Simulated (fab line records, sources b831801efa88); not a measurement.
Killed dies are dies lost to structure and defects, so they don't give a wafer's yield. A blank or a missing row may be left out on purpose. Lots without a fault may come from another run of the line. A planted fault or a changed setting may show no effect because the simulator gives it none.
fab line records | flow sky130
record lots=24 wafers=72 last_day=50
route steps=708 shown METAL3@563 VIA3@595 METAL5@667
lots that met no fault: from a run of the same line without faults
start_h: hours from the record's first day to the start of the lot's first wafer shown | wait_h: hours since the lot's step before | " the same as in the row above | L1.1+2: a row that stands for several wafers | - no value, or no start given | * or withheld: withheld | < > ~ a bound
route shown NAME@n: a module of which the file shows steps, and the number in the route of the first | usual: mean/standard deviation of fault-free wafers | same: alike in all rows | chamber/n: place in a boat | sites: the reading at each site | _std_site: their standard deviation | _edge_site: outer sites' mean less inner sites' | radius_mm: how far each site lies from the wafer's centre | mask NAME#n: copy n | behind: the tool/chamber that last shaped the wafer | hold: why the lot was held/for how many hours/how that ended | device: the transistor (n, p or np) that didn't switch | end of line: the same wafers' tests at the end of the route | a step without rows: its recipe alone | killed: dies lost to structure and defects at the first sort, not the wafer's yield | map: a wafer's dies, x killed, . not, _ none there
set.NAME: the setting as run; set.NAME@STEP: as run at that earlier step | model.NAME: the simulator's own value behind a step, which no gauge read
steps of the route over a sample of lots; a table a step, a row a wafer
services: from which hour (start_h, from the record's first day; less than 0 if before it) a tool's chamber was out of use, for how many hours, and why
## steps
# step SKY_METAL3_CD_MEAS_13
# recipe target_cd_nm=300
# usual cd_nm=299.5/1.5
# columns lot.wafer tool chamber start_h wait_h cd_nm
L074.1 cd_sem-02 - 897.90 - 300.1
L074.5 " - " " 299.7
L074.6 " - " " 299.9
L075.2 cd_sem-02 - 904.48 - 297.9
L075.3 " - " " 297.4
L075.6 " - " " 298.3
L076.3 cd_sem-01 - 913.99 - 300.0
L076.4 " - " " 299.7
L076.6 " - " " 299.4
L077.3 cd_sem-01 - 920.16 - 300.6
L077.4 " - " " 300.4
L077.5 " - " " 299.8
L078.1 cd_sem-02 - 930.02 - 303.7
L078.2 " - " " 301.7
L078.3 " - " " 301.9
L079.2 cd_sem-01 - 943.99 - 299.5
L079.3 " - " " 300.1
L079.4 " - " " 298.4
L080.2 cd_sem-02 - 954.09 - 299.1
L080.3 " - " " 298.7
L080.6 " - " " 299.7
L081.3 cd_sem-01 - 956.51 - 299.5
L081.4 " - " " 299.6
L081.6 " - " " 300.6
L082.1 cd_sem-02 - 959.20 - 296.8
L082.3 " - " " 297.0
L082.6 " - " " 297.1
L083.1 cd_sem-02 - 959.55 - 299.7
L083.2 " - " " 299.4
L083.3 " - " " 299.8
L084.2 cd_sem-01 - 965.08 - 298.5
L084.3 " - " " 298.2
L084.5 " - " " 299.4
L085.3 cd_sem-01 - 973.29 - 299.1
L085.5 " - " " 300.2
L085.6 " - " " 298.9
L086.3 cd_sem-01 - 980.62 - 298.6
L086.5 " - " " 298.6
L086.6 " - " " 298.8
L087.1 cd_sem-02 - 986.47 - 299.0
L087.2 " - " " 298.4
L087.5 " - " " 299.6
L088.1 cd_sem-02 - 993.07 - 296.9
L088.2 " - " " 298.1
L088.3 " - " " 296.6
L089.1 cd_sem-01 - 998.66 - 300.2
L089.3 " - " " 301.8
L089.5 " - " " 300.3
L090.1 cd_sem-01 - 1032.60 - 301.5
L090.2 " - " " 301.0
L090.3 " - " " 302.8
L092.4 cd_sem-02 - 1034.08 - 298.6
L092.5 " - " " 299.1
L092.6 " - " " 299.6
L091.1 cd_sem-02 - 1035.01 - 298.2
L091.2 " - " " 298.8
L091.5 " - " " 298.7
L093.2 cd_sem-02 - 1035.17 - 298.6
L093.5 " - " " 298.9
L093.6 " - " " 300.7
L094.1 cd_sem-01 - 1038.70 - 301.2
L094.4 " - " " 301.4
L094.5 " - " " 300.6
L095.3 cd_sem-02 - 1043.26 - 297.7
L095.4 " - " " 299.9
L095.6 " - " " 298.7
L096.4 cd_sem-02 - 1046.83 - 300.6
L096.5 " - " " 300.7
L096.6 " - " " 298.4
L097.2 cd_sem-02 - 1053.27 - 297.9
L097.3 " - " " 297.8
L097.4 " - " " 299.3
# step SKY_METAL3_DESCUM_15
# recipe chemistry=O2 source_power_w=150 bias_power_w=0 pressure_mtorr=10 temp_c=40 time_s=8
# usual chamber_pressure_mTorr=10.001/0.0096 drypump_motor_current_A=5.9/0.34 oes_product_au=0.991/0.0083
# columns lot.wafer tool chamber start_h wait_h chamber_pressure_mTorr drypump_motor_current_A oes_product_au rf_hours_counter_h
L074.1 rie_metal-02 0 898.06 0.0 9.996 6.3 1.000 19
L074.5 " 0 " " 10.006 6.3 0.990 -
L074.6 " 1 " " 10.004 6.0 0.993 -
L075.2 rie_metal-04 0 904.62 0.0 9.999 6.0 0.997 10
L075.3 " 0 " " 10.009 6.0 0.986 -
L075.6 " 0 " " 9.993 6.0 0.991 -
L076.3 rie_metal-01 0 914.12 0.0 10.008 5.1 1.010 -
L076.4 " 1 " " 10.002 6.0 0.993 -
L076.6 " 1 " " 9.998 6.0 0.998 -
L077.3 rie_metal-02 0 920.29 0.0 9.987 6.3 0.989 -
L077.4 " 1 " " 10.000 6.0 0.985 -
L077.5 " 1 " " 10.002 6.0 0.983 -
L078.1 rie_metal-02 0 930.18 0.0 10.000 6.3 0.992 21
L078.2 " 1 " " 9.998 6.0 0.987 4
L078.3 " 0 " " 10.004 6.3 0.998 -
L079.2 rie_metal-04 0 944.13 0.0 9.996 6.0 0.982 11
L079.3 " 1 " " 10.006 5.9 0.990 -
L079.4 " 0 " " 9.986 6.0 0.989 -
L080.2 rie_metal-01 0 954.23 0.0 9.987 5.1 1.010 11
L080.3 " 0 " " 10.015 5.1 1.016 -
L080.6 " 0 " " 9.982 5.1 1.001 -
L081.3 rie_metal-01 0 956.64 0.0 10.008 5.1 1.002 -
L081.4 " 1 " " 9.999 6.0 0.992 -
L081.6 " 1 " " 10.016 6.0 0.993 -
L082.1 rie_metal-04 1 959.36 0.0 10.005 5.9 1.000 2
L082.3 " 1 " " 9.991 5.9 0.995 -
L082.6 " 0 " " 9.989 6.0 0.991 -
L083.1 rie_metal-01 0 959.71 0.0 9.989 5.1 1.007 12
L083.2 " 1 " " 10.007 6.0 0.995 5
L083.3 " 1 " " 10.007 6.0 0.995 -
L084.2 rie_metal-04 1 965.22 0.0 10.009 5.9 0.993 3
L084.3 " 0 " " 9.983 5.9 0.994 -
L084.5 " 0 " " 10.009 6.0 0.994 -
L085.3 rie_metal-01 1 973.42 0.0 10.002 6.0 1.000 -
L085.5 " 1 " " 9.992 6.0 0.998 -
L085.6 " 0 " " 9.993 5.1 1.006 -
L086.3 rie_metal-04 1 980.75 0.0 10.010 6.0 0.990 -
L086.5 " 1 " " 10.000 6.0 0.990 -
L086.6 " 0 " " 10.015 5.9 0.989 -
L087.1 rie_metal-01 0 986.63 0.0 10.001 5.1 0.997 13
L087.2 " 1 " " 9.989 6.0 0.990 6
L087.5 " 0 " " 9.984 5.1 1.009 -
L088.1 rie_metal-02 1 993.23 0.0 9.989 6.0 0.981 8
L088.2 " 1 " " 9.992 6.0 0.978 -
L088.3 " 1 " " 9.998 6.0 0.980 -
L089.1 rie_metal-04 1 998.82 0.0 10.024 5.9 0.995 5
L089.3 " 1 " " 9.990 5.9 0.992 -
L089.5 " 1 " " 9.998 6.0 0.995 -
L090.1 rie_metal-01 1 1032.76 0.0 9.975 6.0 0.991 8
L090.2 " 0 " " 10.000 5.1 0.987 15
L090.3 " 1 " " 9.996 6.0 0.987 -
L092.4 rie_metal-04 0 1034.19 0.0 9.991 5.9 0.987 -
L092.5 " 1 " " 9.996 6.0 0.995 -
L092.6 " 0 " " 9.999 5.9 0.978 -
L091.1 rie_metal-01 0 1035.17 0.0 10.006 5.1 0.994 16
L091.2 " 1 " " 10.011 6.0 0.989 9
L091.5 " 0 " " 10.013 5.1 1.007 -
L093.2 rie_metal-04 1 1035.31 0.0 9.989 6.0 0.991 7
L093.5 " 1 " " 9.991 6.0 0.990 -
L093.6 " 0 " " 10.005 5.9 0.996 -
L094.1 rie_metal-04 0 1038.86 0.0 9.998 6.0 0.992 16
L094.4 " 0 " " 9.999 5.9 0.983 -
L094.5 " 0 " " 9.997 6.0 0.978 -
L095.3 rie_metal-04 1 1043.38 0.0 10.025 5.9 0.981 -
L095.4 " 0 " " 9.997 5.9 0.984 -
L095.6 " 0 " " 10.000 5.9 0.981 -
L096.4 rie_metal-04 0 1046.93 0.0 9.997 5.9 0.982 -
L096.5 " 0 " " 10.014 5.9 0.998 -
L096.6 " 1 " " 10.005 6.0 0.993 -
L097.2 rie_metal-02 1 1053.41 0.0 10.007 6.0 0.982 13
L097.3 " 1 " " 9.975 6.0 0.981 -
L097.4 " 0 " " 10.002 6.3 0.989 -
# step SKY_METAL3_METAL_ETCH_18
# recipe target_depth_a=8450 stop_on=SiO2 over_etch_frac=0.3 time_s=183.1 chemistry=Cl2/BCl3 resist_sidewall_deg=88 pressure_mtorr=10 icp_w=900 bias_w=48.5 Cl2_flow_sccm=60 bcl3_flow_sccm=30
# usual chamber_pressure_mTorr=10.000/0.01 drypump_motor_current_A=5.9/0.33 oes_product_au=0.867/0.0058 throttle_valve_pct=22.264/0.0092
# columns lot.wafer tool chamber start_h wait_h chamber_pressure_mTorr drypump_motor_current_A oes_product_au rf_hours_counter_h throttle_valve_pct
L074.1 rie_metal-04 0 898.21 0.0 9.997 6.0 0.872 9 22.269
L074.5 " 0 " " 10.009 6.0 0.874 - 22.265
L074.6 " 0 " " 9.987 5.9 0.879 - 22.269
L075.2 rie_metal-02 1 904.77 0.0 9.982 6.0 0.872 3 22.265
L075.3 " 0 " " 9.993 6.3 0.873 - 22.285
L075.6 " 0 " " 9.985 6.3 0.874 - 22.262
L076.3 rie_metal-02 1 914.32 0.1 9.999 6.0 0.874 - 22.269
L076.4 " 0 " " 10.006 6.3 0.872 - 22.275
L076.6 " 0 " " 10.002 6.3 0.881 - 22.276
L077.3 rie_metal-04 0 920.49 0.1 10.000 5.9 0.860 - 22.273
L077.4 " 1 " " 9.995 5.9 0.862 - 22.256
L077.5 " 0 " " 10.010 5.9 0.865 - 22.277
L078.1 rie_metal-04 1 930.33 0.0 9.999 5.9 0.866 1 22.262
L078.2 " 0 " " 9.997 5.9 0.861 11 22.271
L078.3 " 0 " " 9.994 6.0 0.867 - 22.258
L079.2 rie_metal-01 1 944.28 0.0 9.988 6.0 0.860 4 22.268
L079.3 " 1 " " 9.987 6.0 0.859 - 22.264
L079.4 " 0 " " 9.990 5.1 0.865 - 22.244
L080.2 rie_metal-02 0 954.38 0.0 9.997 6.3 0.865 22 22.262
L080.3 " 1 " " 10.005 6.0 0.876 - 22.273
L080.6 " 1 " " 10.013 6.1 0.862 - 22.255
L081.3 rie_metal-04 1 956.84 0.1 9.992 5.9 0.862 - 22.275
L081.4 " 0 " " 10.001 5.9 0.870 - 22.267
L081.6 " 1 " " 10.012 5.9 0.870 - 22.277
L082.1 rie_metal-02 1 959.51 0.0 10.002 6.0 0.871 5 22.272
L082.3 " 1 " " 10.005 6.0 0.869 - 22.261
L082.6 " 1 " " 10.001 6.0 0.863 - 22.260
L083.1 rie_metal-04 1 959.86 0.0 9.993 5.9 0.869 2 22.268
L083.2 " 0 " " 10.011 6.0 0.868 12 22.273
L083.3 " 0 " " 9.996 5.9 0.864 - 22.255
L084.2 rie_metal-02 0 965.37 0.0 9.996 6.3 0.868 23 22.279
L084.3 " 1 " " 10.011 6.0 0.868 - 22.265
L084.5 " 1 " " 9.990 6.0 0.858 - 22.284
L085.3 rie_metal-02 0 973.63 0.1 9.998 6.3 0.877 - 22.268
L085.5 " 0 " " 10.009 6.3 0.870 - 22.268
L085.6 " 1 " " 10.011 6.0 0.876 - 22.258
L086.3 rie_metal-01 1 980.96 0.1 10.009 6.0 0.870 - 22.276
L086.5 " 1 " " 10.003 6.0 0.866 - 22.276
L086.6 " 0 " " 10.000 5.1 0.867 - 22.264
L087.1 rie_metal-04 0 986.78 0.0 9.980 5.9 0.863 13 22.245
L087.2 " 1 " " 10.017 5.9 0.869 4 22.267
L087.5 " 1 " " 10.007 6.0 0.851 - 22.262
L088.1 rie_metal-01 0 993.51 0.0 9.988 5.1 0.865 14 22.267
L088.2 " 1 " " 9.996 6.0 0.867 7 22.249
L088.3 " 0 " " 9.986 5.1 0.872 - 22.259
L089.1 rie_metal-02 1 999.10 0.0 9.992 6.0 0.870 9 22.251
L089.3 " 1 " " 9.983 6.0 0.870 - 22.258
L089.5 " 1 " " 10.008 6.0 0.861 - 22.261
L090.1 rie_metal-02 1 1032.91 0.0 10.000 6.1 0.857 11 22.260
L090.2 " 0 " " 10.011 6.3 0.865 2 22.264
L090.3 " 0 " " 9.996 6.3 0.863 - 22.262
L092.4 rie_metal-02 1 1034.39 0.1 9.998 6.0 0.864 - 22.259
L092.5 " 1 " " 10.023 6.0 0.865 - 22.268
L092.6 " 0 " " 10.019 6.3 0.867 - 22.270
L091.1 rie_metal-01 0 1035.32 0.0 9.990 5.1 0.864 16 22.248
L091.2 " 1 " " 10.000 6.0 0.861 9 22.274
L091.5 " 1 " " 10.017 6.0 0.878 - 22.257
L093.2 rie_metal-04 1 1035.46 0.0 9.991 6.0 0.870 7 22.259
L093.5 " 0 " " 10.004 6.0 0.878 - 22.269
L093.6 " 1 " " 10.014 6.0 0.859 - 22.253
L094.1 rie_metal-02 0 1039.01 0.0 9.999 6.3 0.865 3 22.274
L094.4 " 0 " " 10.000 6.3 0.869 - 22.267
L094.5 " 0 " " 9.999 6.3 0.859 - 22.248
L095.3 rie_metal-02 0 1043.58 0.1 9.999 6.3 0.863 - 22.276
L095.4 " 1 " " 10.005 6.0 0.860 - 22.241
L095.6 " 1 " " 9.998 6.0 0.863 - 22.260
L096.4 rie_metal-01 0 1047.13 0.1 10.017 5.1 0.872 - 22.256
L096.5 " 1 " " 9.991 6.0 0.875 - 22.266
L096.6 " 0 " " 10.012 5.1 0.862 - 22.272
L097.2 rie_metal-01 0 1053.56 0.0 10.001 5.1 0.863 17 22.261
L097.3 " 1 " " 9.992 6.0 0.879 - 22.254
L097.4 " 0 " " 9.998 5.1 0.867 - 22.263
# step SKY_VIA3_RS_MEAS_22
# recipe thk_meas_gauge=four-point-probe reads=W_of_VIA3_CVD_21+TiN_of_VIA3_SPUTTER_20
# usual VIA3_W_RS=0.291/0.0053
# columns lot.wafer tool chamber start_h wait_h VIA3_W_RS[ohm/sq]
L074.1 film_metro-04 - 925.62 0.1 0.296
L074.5 " - " " 0.286
L074.6 " - " " 0.299
L075.2 film_metro-01 - 931.43 0.1 0.296
L075.3 " - " " 0.298
L075.6 " - " " 0.293
L076.3 film_metro-01 - 941.76 0.1 0.286
L076.4 " - " " 0.292
L076.6 " - " " 0.292
L077.3 film_metro-01 - 948.27 0.1 0.282
L077.4 " - " " 0.288
L077.5 " - " " 0.291
L078.1 film_metro-01 - 957.31 0.1 0.296
L078.2 " - " " 0.287
L078.3 " - " " 0.295
L079.2 film_metro-04 - 971.12 0.1 0.287
L079.3 " - " " 0.294
L079.4 " - " " 0.293
L080.2 film_metro-04 - 981.52 0.1 0.292
L080.3 " - " " 0.280
L080.6 " - " " 0.294
L081.3 film_metro-02 - 983.19 0.1 0.295
L081.4 " - " " 0.295
L081.6 " - " " 0.294
L082.1 film_metro-04 - 986.59 0.1 0.294
L082.3 " - " " 0.293
L082.6 " - " " 0.296
L083.1 film_metro-01 - 986.66 0.1 0.284
L083.2 " - " " 0.294
L083.3 " - " " 0.281
L084.2 film_metro-04 - 991.74 0.1 0.292
L084.3 " - " " 0.292
L084.5 " - " " 0.289
L085.3 film_metro-04 - 999.42 0.1 0.292
L085.5 " - " " 0.294
L085.6 " - " " 0.287
L086.3 film_metro-02 - 1006.45 0.1 0.296
L086.5 " - " " 0.293
L086.6 " - " " 0.295
L087.1 film_metro-02 - 1011.75 0.1 0.294
L087.2 " - " " 0.282
L087.5 " - " " 0.288
L088.1 film_metro-01 - 1018.25 0.1 0.294
L088.2 " - " " 0.295
L088.3 " - " " 0.292
L089.1 film_metro-01 - 1024.35 0.1 0.290
L089.3 " - " " 0.279
L089.5 " - " " 0.282
L090.1 film_metro-02 - 1057.93 0.1 0.282
L090.2 " - " " 0.292
L090.3 " - " " 0.292
L092.4 film_metro-01 - 1059.42 0.1 0.288
L092.5 " - " " 0.277
L092.6 " - " " 0.285
L091.1 film_metro-02 - 1059.52 0.1 0.295
L091.2 " - " " 0.295
L091.5 " - " " 0.296
L093.2 film_metro-01 - 1060.22 0.1 0.295
L093.5 " - " " 0.295
L093.6 " - " " 0.294
L094.1 film_metro-02 - 1062.61 0.1 0.292
L094.4 " - " " 0.291
L094.5 " - " " 0.283
L095.3 film_metro-02 - 1068.40 0.1 0.292
L095.4 " - " " 0.298
L095.6 " - " " 0.291
L096.4 film_metro-04 - 1071.16 0.1 0.291
L096.5 " - " " 0.290
L096.6 " - " " 0.282
L097.2 film_metro-02 - 1077.14 0.1 0.296
L097.3 " - " " 0.296
L097.4 " - " " 0.297
# step SKY_METAL5_THK_MEAS_06
# recipe thk_meas_gauge=xrf reads=AlCu_of_METAL5_SPUTTER_02
# usual METAL5_ALCU_THK=1170/15
# columns lot.wafer tool chamber start_h wait_h METAL5_ALCU_THK[nm]
L074.1 film_metro-04 - 1003.01 0.1 1182
L074.5 " - " " 1176
L074.6 " - " " 1163
L075.2 film_metro-04 - 1008.72 0.1 1147
L075.3 " - " " 1144
L075.6 " - " " 1142
L076.3 film_metro-01 - 1016.96 0.1 1196
L076.4 " - " " 1171
L076.6 " - " " 1179
L077.3 film_metro-01 - 1024.02 0.1 1183
L077.4 " - " " 1182
L077.5 " - " " 1196
L078.1 film_metro-01 - 1030.83 0.1 1166
L078.2 " - " " 1153
L078.3 " - " " 1148
L079.2 film_metro-04 - 1044.94 0.1 1186
L079.3 " - " " 1182
L079.4 " - " " 1182
L080.2 film_metro-01 - 1053.44 0.1 1185
L080.3 " - " " 1156
L080.6 " - " " 1171
L081.3 film_metro-01 - 1055.86 0.1 1169
L081.4 " - " " 1165
L081.6 " - " " 1157
L082.1 film_metro-04 - 1059.15 0.1 1187
L082.3 " - " " 1174
L082.6 " - " " 1166
L083.1 film_metro-03 - 1059.75 0.1 1161
L083.2 " - " " 1152
L083.3 " - " " 1172
L084.2 film_metro-04 - 1062.25 0.1 1170
L084.3 " - " " 1167
L084.5 " - " " 1164
L085.3 film_metro-04 - 1070.30 0.1 1169
L085.5 " - " " 1161
L085.6 " - " " 1154
L086.3 film_metro-03 - 1075.78 0.1 1154
L086.5 " - " " 1168
L086.6 " - " " 1156
L087.1 film_metro-03 - 1081.50 0.1 1147
L087.2 " - " " 1158
L087.5 " - " " 1165
L088.1 film_metro-04 - 1088.68 0.1 1164
L088.2 " - " " 1165
L088.3 " - " " 1162
L089.1 film_metro-01 - 1093.28 0.1 1176
L089.3 " - " " 1188
L089.5 " - " " 1182
L090.1 film_metro-01 - 1123.46 0.1 1135
L090.2 " - " " 1184
L090.3 " - " " 1165
L092.4 film_metro-01 - 1124.26 0.1 1177
L092.5 " - " " 1170
L092.6 " - " " 1151
L091.1 film_metro-03 - 1125.80 0.1 1176
L091.2 " - " " 1180
L091.5 " - " " 1197
L093.2 film_metro-04 - 1126.07 0.1 1180
L093.5 " - " " 1159
L093.6 " - " " 1169
L094.1 film_metro-03 - 1128.37 0.1 1187
L094.4 " - " " 1195
L094.5 " - " " 1187
L095.3 film_metro-01 - 1135.24 0.1 1187
L095.4 " - " " 1207
L095.6 " - " " 1188
L096.4 film_metro-01 - 1135.92 0.1 1184
L096.5 " - " " 1146
L096.6 " - " " 1205
L097.2 film_metro-03 - 1141.25 0.1 1176
L097.3 " - " " 1171
L097.4 " - " " 1178
# step SKY_METAL5_METAL_ETCH_15
# recipe target_depth_a=12600 stop_on=SiO2 over_etch_frac=0.2 time_s=252 chemistry=Cl2/BCl3 resist_sidewall_deg=86 pressure_mtorr=10 icp_w=900 bias_w=48.5 Cl2_flow_sccm=60 bcl3_flow_sccm=30
# usual chamber_pressure_mTorr=9.998/0.0094 drypump_motor_current_A=5.98/0.13 oes_product_au=0.893/0.0052 throttle_valve_pct=22.265/0.0098
# columns lot.wafer tool chamber start_h wait_h chamber_pressure_mTorr drypump_motor_current_A oes_product_au rf_hours_counter_h throttle_valve_pct
L074.1 rie_metal-04 0 1025.10 0.0 10.002 5.94 0.887 15 22.272
L074.5 " 0 " " 10.009 5.95 0.889 - 22.272
L074.6 " 1 " " 9.992 5.95 0.896 - 22.269
L075.2 rie_metal-03 1 1030.55 0.0 9.975 5.79 0.887 11 22.256
L075.3 " 1 " " 10.007 5.80 0.892 - 22.261
L075.6 " 1 " " 9.996 5.80 0.886 - 22.264
L076.3 rie_metal-03 0 1039.58 0.1 10.009 5.98 0.897 - 22.284
L076.4 " 1 " " 9.998 5.81 0.893 - 22.278
L076.6 " 0 " " 9.998 6.00 0.895 - 22.270
L077.3 rie_metal-04 0 1045.46 0.1 9.989 5.93 0.891 - 22.270
L077.4 " 1 " " 10.009 5.94 0.899 - 22.272
L077.5 " 0 " " 10.004 5.96 0.900 - 22.269
L078.1 rie_metal-04 1 1053.00 0.0 10.004 5.94 0.893 8 22.287
L078.2 " 0 " " 10.006 5.95 0.890 17 22.263
L078.3 " 0 " " 10.006 5.96 0.897 - 22.267
L079.2 rie_metal-03 0 1067.26 0.0 9.998 6.01 0.898 12 22.281
L079.3 " 0 " " 9.989 5.99 0.890 - 22.273
L079.4 " 1 " " 9.982 5.82 0.895 - 22.262
L080.2 rie_metal-03 0 1074.45 0.0 9.992 5.99 0.889 13 22.255
L080.3 " 1 " " 9.988 5.81 0.881 - 22.277
L080.6 " 0 " " 9.992 5.99 0.896 - 22.270
L081.3 rie_metal-03 0 1076.93 0.1 10.007 6.00 0.897 - 22.262
L081.4 " 1 " " 9.990 5.79 0.895 - 22.271
L081.6 " 0 " " 10.011 6.00 0.890 - 22.252
L082.1 rie_metal-02 0 1079.25 0.0 10.008 6.29 0.886 6 22.263
L082.3 " 0 " " 10.009 6.28 0.890 - 22.250
L082.6 " 0 " " 9.985 6.28 0.891 - 22.256
L083.1 rie_metal-02 1 1080.96 0.0 10.020 6.01 0.888 15 22.277
L083.2 " 0 " " 9.997 6.28 0.893 6 22.263
L083.3 " 0 " " 10.013 6.28 0.885 - 22.262
L084.2 rie_metal-03 1 1082.74 0.0 9.992 5.82 0.887 14 22.258
L084.3 " 1 " " 10.006 5.80 0.896 - 22.279
L084.5 " 0 " " 10.002 5.98 0.891 - 22.272
L085.3 rie_metal-02 1 1090.58 0.1 9.985 6.00 0.897 - 22.261
L085.5 " 1 " " 9.985 6.02 0.889 - 22.261
L085.6 " 0 " " 9.987 6.30 0.902 - 22.270
L086.3 rie_metal-04 1 1096.96 0.1 9.998 5.97 0.906 - 22.283
L086.5 " 0 " " 9.994 5.97 0.895 - 22.253
L086.6 " 1 " " 9.995 5.94 0.897 - 22.283
L087.1 rie_metal-02 0 1101.74 0.0 9.990 6.26 0.897 7 22.256
L087.2 " 1 " " 10.007 6.04 0.890 16 22.271
L087.5 " 0 " " 9.989 6.29 0.891 - 22.269
L088.1 rie_metal-04 0 1108.35 0.0 10.008 5.96 0.899 20 22.255
L088.2 " 1 " " 9.986 5.96 0.897 12 22.271
L088.3 " 0 " " 9.993 5.95 0.892 - 22.270
L089.1 rie_metal-03 0 1113.80 0.0 9.989 6.00 0.895 16 22.272
L089.3 " 1 " " 9.995 5.82 0.889 - 22.255
L089.5 " 0 " " 10.007 6.01 0.885 - 22.275
L090.1 rie_metal-04 1 1141.44 0.0 10.000 5.94 0.883 14 22.269
L090.2 " 0 " " 9.994 5.98 0.899 23 22.268
L090.3 " 0 " " 9.990 5.97 0.899 - 22.249
L092.4 rie_metal-03 1 1142.89 0.1 9.993 5.80 0.893 - 22.242
L092.5 " 1 " " 10.003 5.79 0.878 - 22.261
L092.6 " 0 " " 9.998 5.99 0.897 - 22.262
L091.1 rie_metal-02 1 1143.34 0.0 9.981 6.00 0.889 21 22.254
L091.2 " 0 " " 10.010 6.26 0.882 11 22.272
L091.5 " 1 " " 9.998 6.01 0.890 - 22.272
L093.2 rie_metal-04 0 1144.80 0.0 9.980 5.94 0.895 23 22.265
L093.5 " 1 " " 9.988 5.94 0.903 - 22.273
L093.6 " 0 " " 9.998 5.92 0.890 - 22.285
L094.1 rie_metal-02 0 1145.90 0.0 10.005 6.27 0.892 12 22.242
L094.4 " 1 " " 9.995 6.04 0.890 - 22.264
L094.5 " 0 " " 9.990 6.29 0.891 - 22.265
L095.3 rie_metal-04 1 1153.19 0.2 9.987 5.98 0.892 - 22.250
L095.4 " 1 " " 10.001 5.96 0.896 - 22.255
L095.6 " 1 " " 9.996 5.95 0.896 - 22.267
L096.4 rie_metal-03 1 1153.97 0.1 9.982 5.80 0.895 - 22.264
L096.5 " 0 " " 9.994 5.99 0.894 - 22.270
L096.6 " 1 " " 10.015 5.80 0.897 - 22.257
L097.2 rie_metal-04 1 1158.52 0.1 9.994 5.91 0.897 - 22.266
L097.3 " 1 " " 10.006 5.94 0.902 - 22.267
L097.4 " 1 " " 10.008 5.94 0.896 - 22.255
## services
# columns tool chamber start_h hours kind
rie_metal-03 - 884.77 4.0 pm
rie_metal-04 1 884.95 - clean
rie_metal-04 1 884.95 13.9 scheduled_down
rie_metal-04 1 884.95 13.9 vent_cycle
rie_metal-04 - 914.62 5.7 repair
rie_metal-01 - 942.61 0.2 repair
rie_metal-02 0 975.48 - clean
rie_metal-02 0 975.48 24.5 scheduled_down
rie_metal-02 0 975.48 24.5 vent_cycle
rie_metal-04 0 988.36 15.6 repair
rie_metal-02 - 1037.84 0.4 repair
rie_metal-04 1 1048.15 2.4 repair
rie_metal-03 1 1123.39 12.9 repair
rie_metal-04 0 1148.82 17.1 repair
## key
fault none
